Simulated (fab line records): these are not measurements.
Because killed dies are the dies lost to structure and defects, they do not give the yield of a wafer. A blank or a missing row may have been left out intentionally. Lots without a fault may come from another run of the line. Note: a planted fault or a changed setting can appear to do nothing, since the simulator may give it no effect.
Which tool did it?    flow sky130    Sampling: 12 lots, 36 wafers, 5 of 708 route steps

== WHAT THE GAUGES SHOWED, per wafer ==
Not one reading of a measure or inspect step in the record can be checked against a usual standard deviation.

== TOOL THAT RAN EACH LOT (tool first, then ch and the chambers of the sampled wafers, then the start) ==
lot   SKY_METAL4_SPUTTER_03         SKY_VIA4_STRIP_13                     SKY_VIA4_SPUTTER_17           SKY_METAL5_SPUTTER_03         SKY_PAD_OPEN_PROBE_99
L625  pvd-sputter-01, day 39 09:58  plasma-asher-04 ch 0,1, day 42 11:48  pvd-sputter-04, day 42 12:27  pvd-sputter-02, day 42 13:14  prober-02, day 45 12:00
L628  pvd-sputter-02, day 40 20:12  plasma-asher-02 ch 0,1, day 43 20:37  pvd-sputter-01, day 43 21:13  pvd-sputter-02, day 43 22:00  prober-01, day 46 16:52
L629  pvd-sputter-01, day 41 02:51  plasma-asher-04 ch 0,1, day 44 03:42  pvd-sputter-01, day 44 04:17  pvd-sputter-04, day 44 05:05  prober-02, day 47 00:38
L630  pvd-sputter-04, day 41 05:40  plasma-asher-02 ch 0,1, day 44 05:31  pvd-sputter-01, day 44 06:05  pvd-sputter-04, day 44 07:03  prober-01, day 47 02:11
L631  pvd-sputter-01, day 41 11:44  plasma-asher-04 ch 0,1, day 44 10:35  pvd-sputter-04, day 44 11:11  pvd-sputter-02, day 44 12:59  prober-02, day 47 05:47
L632  pvd-sputter-02, day 41 18:49  plasma-asher-04 ch 0,1, day 44 17:22  pvd-sputter-04, day 44 17:58  pvd-sputter-02, day 44 18:54  prober-01, day 47 11:43
L633  pvd-sputter-04, day 42 00:37  plasma-asher-04 ch 0,1, day 44 22:15  pvd-sputter-01, day 44 22:50  pvd-sputter-02, day 44 23:38  prober-02, day 47 16:00
L634  pvd-sputter-01, day 42 08:37  plasma-asher-01 ch 0,1, day 45 06:24  pvd-sputter-01, day 45 07:00  pvd-sputter-04, day 45 07:47  prober-01, day 48 00:04
L635  pvd-sputter-02, day 43 00:22  plasma-asher-04 ch 0,1, day 45 19:14  pvd-sputter-04, day 45 19:52  pvd-sputter-02, day 45 20:40  prober-02, day 48 11:54
L644  pvd-sputter-04, day 45 04:01  plasma-asher-02 ch 0,1, day 47 20:59  pvd-sputter-03, day 47 21:40  pvd-sputter-02, day 47 22:28  prober-01, day 50 07:33
L645  pvd-sputter-04, day 45 13:14  plasma-asher-04 ch 0, day 48 03:30    pvd-sputter-03, day 48 04:05  pvd-sputter-04, day 48 04:53  prober-02, day 50 12:18
L647  pvd-sputter-04, day 45 19:04  plasma-asher-01 ch 0,1, day 48 09:38  pvd-sputter-04, day 48 10:14  pvd-sputter-04, day 48 11:01  prober-02, day 50 17:30
- SKY_METAL4_SPUTTER_03: material Ti, target thk 5 nm, time 3.3 s.
- SKY_VIA4_STRIP_13: strips in O2/N2.
- SKY_VIA4_SPUTTER_17: material TiN, target thk 20 nm, time 80 s.
- SKY_METAL5_SPUTTER_03: material Ti, target thk 5 nm, time 3.3 s.
- SKY_PAD_OPEN_PROBE_99

== AS READ BY THE TOOLS THEMSELVES (means over the sampled wafers that have a number; for cases with no such wafer, the mark the record gives instead) ==
SKY_METAL4_SPUTTER_03. Usual: throttle-valve-pct 29.6 %, standard deviation 1.2.
lot   tool            throttle-valve-pct (%)  flag
L625  pvd-sputter-01  29.8                    
L628  pvd-sputter-02  29.3                    
L629  pvd-sputter-01  29.7                    
L630  pvd-sputter-04  29.7                    
L631  pvd-sputter-01  29.9                    
L632  pvd-sputter-02  28.7                    
L633  pvd-sputter-04  30.2                    
L634  pvd-sputter-01  29.5                    
L635  pvd-sputter-02  28.8                    
L644  pvd-sputter-04  30.1                    
L645  pvd-sputter-04  29.6                    
L647  pvd-sputter-04  30.1                    

SKY_VIA4_STRIP_13. Usual: chamber-pressure-mTorr 1499.8 mTorr, standard deviation 1.4; drypump-motor-current-A 5.4 A, standard deviation 0.35; oes-product-au 0.709 a.u., standard deviation 0.0045; strip-time-to-endpoint-s 12.802 s, standard deviation 0.026.
lot   tool             chamber-pressure-mTorr (mTorr)  drypump-motor-current-A (A)  oes-product-au (a.u.)  strip-time-to-endpoint-s (s)  flag
L625  plasma-asher-04  1499.8                          5.3                          0.706                  12.821                        
L628  plasma-asher-02  1499.2                          5.4                          0.706                  12.776                        
L629  plasma-asher-04  1500.9                          5.1                          0.713                  12.830                        
L630  plasma-asher-02  1500.1                          5.4                          0.711                  12.815                        
L631  plasma-asher-04  1499.1                          5.3                          0.709                  12.803                        
L632  plasma-asher-04  1499.0                          5.2                          0.707                  12.800                        
L633  plasma-asher-04  1500.3                          5.3                          0.710                  12.793                        
L634  plasma-asher-01  1500.2                          6.0                          0.711                  12.796                        
L635  plasma-asher-04  1499.3                          5.2                          0.707                  12.815                        
L644  plasma-asher-02  1498.5                          5.3                          0.711                  12.797                        
L645  plasma-asher-04  1499.0                          5.4                          0.711                  12.820                        
L647  plasma-asher-01  1501.1                          5.9                          0.711                  12.807                        

SKY_VIA4_SPUTTER_17. Usual: throttle-valve-pct 29.6 %, standard deviation 0.81.
lot   tool            throttle-valve-pct (%)  flag
L625  pvd-sputter-04  30.1                    
L628  pvd-sputter-01  30.0                    
L629  pvd-sputter-01  29.9                    
L630  pvd-sputter-01  29.6                    
L631  pvd-sputter-04  29.2                    
L632  pvd-sputter-04  29.7                    
L633  pvd-sputter-01  29.6                    
L634  pvd-sputter-01  29.9                    
L635  pvd-sputter-04  29.7                    
L644  pvd-sputter-03  29.9                    
L645  pvd-sputter-03  29.0                    
L647  pvd-sputter-04  29.3                    

SKY_METAL5_SPUTTER_03. Usual: throttle-valve-pct 29.4 %, standard deviation 1.5.
lot   tool            throttle-valve-pct (%)  flag
L625  pvd-sputter-02  28.4                    
L628  pvd-sputter-02  27.2                    
L629  pvd-sputter-04  29.5                    
L630  pvd-sputter-04  30.4                    
L631  pvd-sputter-02  29.2                    
L632  pvd-sputter-02  27.6                    
L633  pvd-sputter-02  29.1                    
L634  pvd-sputter-04  29.6                    
L635  pvd-sputter-02  28.2                    
L644  pvd-sputter-02  30.0                    
L645  pvd-sputter-04  29.9                    
L647  pvd-sputter-04  29.7                    

SKY_PAD_OPEN_PROBE_99. Usual: defect-limited-yield 82.7 %, standard deviation 2.1; killed_at_M0_to_M3 43, standard deviation 7.2; killed_at_M4_up 3.0, standard deviation 1.7; killed-at-contacts 24, standard deviation 5.3; killed-at-front-end 15, standard deviation 4.6; killed-at-other 0.3, standard deviation 0.5; killed-dies 85, standard deviation 10; killed-on-rim 17, standard deviation 3.8; killed-open 46, standard deviation 7.2; killed-short 39, standard deviation 6.4; sort_bin_3_pad_short 0.9 %, standard deviation 0.42; sort_bin_5_function 10.2 %, standard deviation 1.6; sort_bin_6_memory 6.2 %, standard deviation 1; sort-n-pass 407, standard deviation 10; sort-yield-pct 82.7 %, standard deviation 2.1.
lot   tool       defect-limited-yield (%)  killed_at_M0_to_M3  killed_at_M4_up  killed-at-contacts  killed-at-front-end  killed-at-other  killed-dies  killed-on-rim  killed-open  killed-short  sort_bin_3_pad_short (%)  sort_bin_5_function (%)  sort_bin_6_memory (%)  sort-n-pass  sort-yield-pct (%)  flag
L625  prober-02  81.0                      46                  2.7              27                  18                   0.3              93           17             48           45            1.1                       12.2                     5.6                    399          81.0                
L628  prober-01  81.2                      53                  1.0              24                  14                   0.3              93           22             50           42            1.0                       11.4                     6.4                    399          81.2                
L629  prober-02  82.5                      38                  5.0              26                  17                   0.0              86           15             46           40            0.7                       11.0                     5.8                    406          82.5                
L630  prober-01  82.6                      41                  1.7              22                  20                   0.0              85           18             43           43            1.1                       9.7                      6.6                    407          82.6                
L631  prober-02  80.7                      47                  3.0              23                  21                   0.3              95           19             57           38            1.0                       10.9                     7.4                    397          80.7                
L632  prober-01  83.6                      37                  4.0              21                  18                   0.7              81           18             43           38            1.0                       8.9                      6.4                    411          83.6                
L633  prober-02  83.5                      40                  3.3              23                  15                   0.3              81           16             47           35            0.7                       10.0                     5.8                    411          83.5                
L634  prober-01  81.4                      43                  3.7              32                  12                   0.3              91           22             49           42            0.7                       10.7                     7.1                    401          81.4                
L635  prober-02  83.5                      44                  2.7              21                  13                   0.0              81           14             42           39            1.1                       10.0                     5.4                    411          83.5                
L644  prober-01  82.7                      36                  16.7             19                  13                   0.0              85           16             37           33            1.6                       9.9                      5.7                    407          82.7                OFF
L645  prober-02  78.1                      50                  18.3             21                  18                   0.0              108          24             49           44            1.5                       13.9                     6.5                    384          78.1                OFF
L647  prober-02  79.7                      48                  16.7             22                  12                   0.7              100          20             45           42            1.9                       12.2                     6.2                    392          79.7                OFF

== THE ANSWER, worked out from the rows above alone ==
Rule: lot off if the mean of its wafers having a number is beyond 3 standard deviations from the usual mean. A lot without any number at a reading at which 4 lots or more have one is off too. Any other lot the step has rows for is counted as sound. Order of review: gauges by route order, followed by the tools' own readings, for which a lot's mean as printed above is used. At the first step where some lot is off, the reading lying furthest off is the one used; lots without a number count as furthest.
Off at SKY_PAD_OPEN_PROBE_99 (killed_at_M4_up): L644, L645, L647.
If a tool, at that step or one of the process steps before it, ran each lot that is off and ran no sound lot following the first of them, it fits. One fits: pvd-sputter-04 at SKY_METAL4_SPUTTER_03. Its last sound lot is L633 (day 42 00:37), its first lot that is off L644 (day 45 04:01): a fault that began between those two fits.

== WHAT HAD BEEN PUT IN BY THE SIMULATOR ==
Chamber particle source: pvd-sputter-04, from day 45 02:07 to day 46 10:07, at SKY_METAL4_SPUTTER_03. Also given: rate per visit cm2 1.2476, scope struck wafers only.
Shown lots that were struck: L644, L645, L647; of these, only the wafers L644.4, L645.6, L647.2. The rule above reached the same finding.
